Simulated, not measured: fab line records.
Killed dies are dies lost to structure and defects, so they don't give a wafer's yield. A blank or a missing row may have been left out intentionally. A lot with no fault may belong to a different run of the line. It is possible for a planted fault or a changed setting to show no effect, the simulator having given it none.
Which of the tools did it? ; flow gf180mcu ; 11 lots with 33 wafers sampled at 7 steps, on a route of 602 steps

## WHAT THE GAUGES SHOWED, per wafer
GF_V1_RS_MEAS_24: measurement is done with a four-point probe. Usual: V1_W_RS gives 0.326 ohm/sq (standard deviation 0.0035).
lot;measured;on;V1_W_RS (ohm/sq);flag
L272;day 18 20:02;filmMetro-01;0.324 0.324 0.323;
L278;day 21 08:19;filmMetro-04;0.212 0.213 0.322;OFF
L279;day 21 10:55;filmMetro-04;0.214 0.215 0.325;OFF
L285;day 24 01:20;filmMetro-04;0.328 0.326 0.328;
L284;day 24 02:59;filmMetro-03;0.326 0.326 0.326;
L286;day 24 05:52;filmMetro-04;0.330 0.327 0.332;
L287;day 24 12:46;filmMetro-01;0.320 0.321 0.325;
L288;day 24 20:41;filmMetro-03;0.330 0.320 0.318;
L290;day 25 01:58;filmMetro-03;0.316 0.325 0.318;
L292;day 25 14:16;filmMetro-03;0.323 0.319 0.326;
L294;day 26 00:16;filmMetro-03;0.321 0.323 0.322;

GF_V1_THK_MEAS_25: measures by xrf. Usual: V1_W_THK gives 354 nm (standard deviation 4.3).
lot;measured;on;V1_W_THK (nm);flag
L272;day 18 20:10;filmMetro-01;355 356 359;
L278;day 21 08:25;filmMetro-04;557 541 359;OFF
L279;day 21 11:01;filmMetro-04;540 533 357;OFF
L285;day 24 01:26;filmMetro-04;351 353 353;
L284;day 24 03:07;filmMetro-03;354 351 353;
L286;day 24 05:59;filmMetro-04;352 354 348;
L287;day 24 12:53;filmMetro-01;366 362 357;
L288;day 24 20:49;filmMetro-03;348 359 359;
L290;day 25 02:05;filmMetro-03;363 351 363;
L292;day 25 14:22;filmMetro-03;357 360 353;
L294;day 26 00:22;filmMetro-03;357 355 358;

GF_M2_CD_MEAS_14 targets a cd of 280 nm. Usual: cdNm reads 279.8 nm (standard deviation 1.1).
lot;measured;on;cdNm (nm);flag
L272;day 19 21:05;cdSem-01;279.0 278.3 279.3;
L278;day 22 08:45;cdSem-02;280.1 280.1 280.2;
L279;day 22 11:27;cdSem-01;280.1 280.1 280.6;
L285;day 25 00:35;cdSem-02;282.0 281.0 282.0;
L284;day 25 02:28;cdSem-02;277.7 279.5 279.6;
L286;day 25 03:44;cdSem-02;280.6 279.8 279.8;
L287;day 25 11:14;cdSem-01;279.3 279.3 281.4;
L288;day 25 18:56;cdSem-01;278.8 280.2 278.9;
L290;day 25 22:59;cdSem-01;279.4 279.1 280.0;
L292;day 26 11:00;cdSem-02;279.8 280.5 280.6;
L294;day 26 21:19;cdSem-01;280.6 280.8 281.7;

## TOOL THAT RAN EACH LOT (tool first, then ch and the chambers of the sampled wafers, then the start)
lot;GF_CONTACT_CVD_24;GF_M1_SPUTTER_01;GF_V1_CVD_23;GF_V1_CMP_26
L272;cvdW-02 ch 0, day 16 19:19;pvdSputter-03, day 16 20:05;cvdW-02 ch 0, day 18 19:56;cmp-02 ch 1,2,3, day 18 20:16
L278;cvdW-02 ch 0,1, day 19 04:49;pvdSputter-01, day 19 05:43;cvdW-02 ch 0, day 21 08:11;cmp-02 ch 0,1, day 21 08:28
L279;cvdW-02 ch 0,1, day 19 08:01;pvdSputter-03, day 19 08:52;cvdW-02 ch 0,1, day 21 10:47;cmp-01 ch 2,3, day 21 11:07
L285;cvdW-02 ch 0,1, day 21 23:42;pvdSputter-01, day 22 00:23;cvdW-01 ch 0,1, day 24 01:12;cmp-01 ch 1,2,3, day 24 01:29
L284;cvdW-02 ch 0,1, day 22 02:17;pvdSputter-01, day 22 02:58;cvdW-01 ch 0,1, day 24 02:52;cmp-01 ch 0,1,2, day 24 03:13
L286;cvdW-01 ch 0,1, day 22 04:23;pvdSputter-04, day 22 05:04;cvdW-02 ch 0,1, day 24 05:42;cmp-01 ch 0,1,2, day 24 06:05
L287;cvdW-02 ch 0,1, day 22 10:41;pvdSputter-04, day 22 11:22;cvdW-02 ch 0,1, day 24 12:40;cmp-01 ch 0,1,3, day 24 13:00
L288;cvdW-01 ch 0,1, day 22 20:26;pvdSputter-03, day 22 21:07;cvdW-02 ch 0,1, day 24 20:34;cmp-02 ch 0,3, day 24 20:55
L290;cvdW-02 ch 1, day 23 01:20;pvdSputter-04, day 23 02:07;cvdW-02 ch 0,1, day 25 01:52;cmp-02 ch 1,2,3, day 25 02:09
L292;cvdW-02 ch 1, day 23 15:08;pvdSputter-04, day 23 16:02;cvdW-02 ch 0,1, day 25 14:08;cmp-01 ch 1,3, day 25 14:28
L294;cvdW-02 ch 1, day 24 01:13;pvdSputter-01, day 24 02:11;cvdW-02 ch 0,1, day 26 00:08;cmp-01 ch 0,1,3, day 26 00:24
- GF_CONTACT_CVD_24: deposits W, target thk 300 nm, time 90.339 s.
- GF_M1_SPUTTER_01: material TiN, target thk 30 nm, time 25 s.
- GF_V1_CVD_23: deposits W, target thk 350 nm, time 105.05 s.
- GF_V1_CMP_26: polishes, stops on SiO2, t overpolish 15 s, target thk 0 nm.

## AS READ BY THE TOOLS THEMSELVES (means over the sampled wafers that have a number; for cases with no such wafer, the mark the record gives instead)
GF_CONTACT_CVD_24. Usual: heaterPowerW 866 W, standard deviation 44; susceptorTempC 400.03 C, standard deviation 0.2.
lot;tool;heaterPowerW (W);susceptorTempC (C);flag
L272;cvdW-02;958;400.18;
L278;cvdW-02;876;399.96;
L279;cvdW-02;878;400.15;
L285;cvdW-02;881;399.76;
L284;cvdW-02;871;400.14;
L286;cvdW-01;825;400.07;
L287;cvdW-02;883;399.97;
L288;cvdW-01;840;400.21;
L290;cvdW-02;877;400.22;
L292;cvdW-02;894;400.07;
L294;cvdW-02;886;400.15;

GF_M1_SPUTTER_01. Usual: throttleValvePct reads 29.7 % (standard deviation 1.2).
lot;tool;throttleValvePct (%);flag
L272;pvdSputter-03;30.7;
L278;pvdSputter-01;29.4;
L279;pvdSputter-03;30.5;
L285;pvdSputter-01;29.6;
L284;pvdSputter-01;30.3;
L286;pvdSputter-04;29.8;
L287;pvdSputter-04;30.3;
L288;pvdSputter-03;31.0;
L290;pvdSputter-04;29.7;
L292;pvdSputter-04;28.5;
L294;pvdSputter-01;30.1;

GF_V1_CVD_23. Usual: heaterPowerW 868 W, standard deviation 29; susceptorTempC 400.03 C, standard deviation 0.25.
lot;tool;heaterPowerW (W);susceptorTempC (C);flag
L272;cvdW-02;869;399.90;
L278;cvdW-02;873;399.93;
L279;cvdW-02;875;400.23;
L285;cvdW-01;853;400.21;
L284;cvdW-01;858;400.32;
L286;cvdW-02;874;399.82;
L287;cvdW-02;890;400.12;
L288;cvdW-02;892;400.02;
L290;cvdW-02;885;399.99;
L292;cvdW-02;893;400.10;
L294;cvdW-02;879;399.95;

GF_V1_CMP_26. Usual: motorCurrentA 11.4 A, standard deviation 1.4; timeToEndpointS 86 s, standard deviation 3.8.
lot;tool;motorCurrentA (A);timeToEndpointS (s);flag
L272;cmp-02;11.0;90;
L278;cmp-02;10.9;117;OFF
L279;cmp-01;10.3;121;OFF
L285;cmp-01;11.1;87;
L284;cmp-01;12.2;90;
L286;cmp-01;12.7;89;
L287;cmp-01;10.7;87;
L288;cmp-02;12.6;90;
L290;cmp-02;11.0;89;
L292;cmp-01;10.4;86;
L294;cmp-01;11.2;84;

## THE ANSWER, worked out from the rows above alone
Rule: lot off if the mean of its wafers having a number is beyond 3 standard deviations from the usual mean. Also off: a lot with no number at a reading for which 4 or more lots have one. Where the step has rows for the other lots, those lots are counted as sound. After the gauges, taken in route order, come the tools' own readings; for these a lot's mean is taken, as printed above. The first step at which some lot is off is used, and at that step the reading that is off furthest; a lot without a number counts as furthest.
Off: L278, L279, seen at GF_V1_RS_MEAS_24 (V1_W_RS).
A tool fits if, at a process step before that reading, it ran every lot that is off, and no sound lot after the first of them. Not tried: the gauges at GF_V1_RS_MEAS_24; whatever is off there is also off at GF_V1_CMP_26, on other tools, and gauge error can't account for it. No candidate that was tried fits.

## WHAT THE SIMULATOR HAD INSERTED
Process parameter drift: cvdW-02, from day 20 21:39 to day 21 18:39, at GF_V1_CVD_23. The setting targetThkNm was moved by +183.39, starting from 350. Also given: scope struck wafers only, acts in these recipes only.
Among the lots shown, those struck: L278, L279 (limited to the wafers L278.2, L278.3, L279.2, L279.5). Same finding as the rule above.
